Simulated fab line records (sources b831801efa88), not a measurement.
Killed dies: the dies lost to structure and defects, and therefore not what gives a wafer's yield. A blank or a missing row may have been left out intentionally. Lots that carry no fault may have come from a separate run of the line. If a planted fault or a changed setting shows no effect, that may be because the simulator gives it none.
A struck lot beside a sound one ; flow sky130 ; 15 out of 708 route steps
Sound: these wafers, L766.1, L766.3, L766.6. Struck: wafer L779.4. (L779.1, L779.2 of the same lot were not struck and are left out.) The cause comes at the end.
At each step with rows: each side's tool, then ch and its chambers, then its first start. Under that, the readings that differ: sound wafers ; struck wafers ; difference of the means ; sigmas: that difference in standard deviations of wafers without a fault.
alike: readings whose means differ by less than 2 such deviations, and words and numbers that are the same on both sides. not compared: withheld readings, readings that some wafer has no value for, bounds like >300 that may hide the same value, and numbers for which the record gives no deviation and whose values overlap.
The two part at a step that has a row with sigmas, a row that says differs or no value, or rows on one side only. Non-overlapping numbers with no deviation appear without sigmas and do not part them. A reading that every wafer of one side lacks parts them only if that side has two wafers or more.

SKY_VIA1_CMP_02: polishes SiO2.
  sound on cmp-01 ch 1,2,3, day 33 04:47; struck on cmp-02 ch 0, day 37 02:16
reading;sound;struck;difference;sigmas
motor-current-A (A);13.5 10.9 12.3;8.6;-3.6;-2
  alike: platen-rpm
SKY_VIA1_BOW_MEAS_03:
  struck on film-metro-02, day 37 02:34; sound on film-metro-04, day 33 05:02
  alike: VIA1_BOW
then, 8 steps without rows for these wafers: SKY_VIA1_DEHYDRATE_04 (time 60 s); SKY_VIA1_HMDS_05 (prime time 60 s); SKY_VIA1_COAT_06 (resist thk 60 nm); SKY_VIA1_COAT_07 (resist thk 450 nm); SKY_VIA1_SOFTBAKE_08 (time 90 s); SKY_VIA1_EXPOSE_09 (exposes mask VIM, target cd 150 nm); SKY_VIA1_PEB_10; SKY_VIA1_DEVELOP_11 (develop time 60 s).
SKY_VIA1_CD_MEAS_12 targets a cd of 150 nm.
  struck on cd-sem-01, day 38 04:59; sound on cd-sem-01, day 34 06:48
  alike: cd-nm
SKY_VIA1_OVL_MEAS_13:
  struck on overlay-01, day 38 05:06; sound on overlay-02, day 34 06:55
  alike: VIA1_OVL
SKY_VIA1_ETCH_14: etches BARC in N2/H2, stops on SiO2, time 45.9 s, target depth 60 nm.
  sound on rie-diel-01 ch 0,3, day 34 06:58; struck on rie-diel-02 ch 3, day 38 05:08
reading;sound;struck;difference;sigmas
model.KrF-thick_of_VIA1_COAT_07.thk-nm (nm);393.2 395.3 394.9;390.4;-4.1;
  alike: chamber-pressure-mTorr, drypump-motor-current-A, oes-product-au, throttle-valve-pct
  not compared: rf-hours-counter-h
SKY_VIA1_ETCH_15: etches SiO2 in C4F8/O2/Ar, stops on TiN, target depth 351 nm, time 54 s.
  sound on rie-diel-01 ch 0,3, day 34 07:00; struck on rie-diel-02 ch 3, day 38 05:11
  alike: chamber-pressure-mTorr, oes-product-au
  not compared: rf-hours-counter-h
SKY_PAD_OPEN_PROBE_99:
  sound wafers here have rows in the record (prober-01, day 46 02:35); struck ones have none

WHERE THEY PART
Earliest at SKY_VIA1_CMP_02; latest, in this record, at SKY_PAD_OPEN_PROBE_99.

WHY: what had been put in by the simulator
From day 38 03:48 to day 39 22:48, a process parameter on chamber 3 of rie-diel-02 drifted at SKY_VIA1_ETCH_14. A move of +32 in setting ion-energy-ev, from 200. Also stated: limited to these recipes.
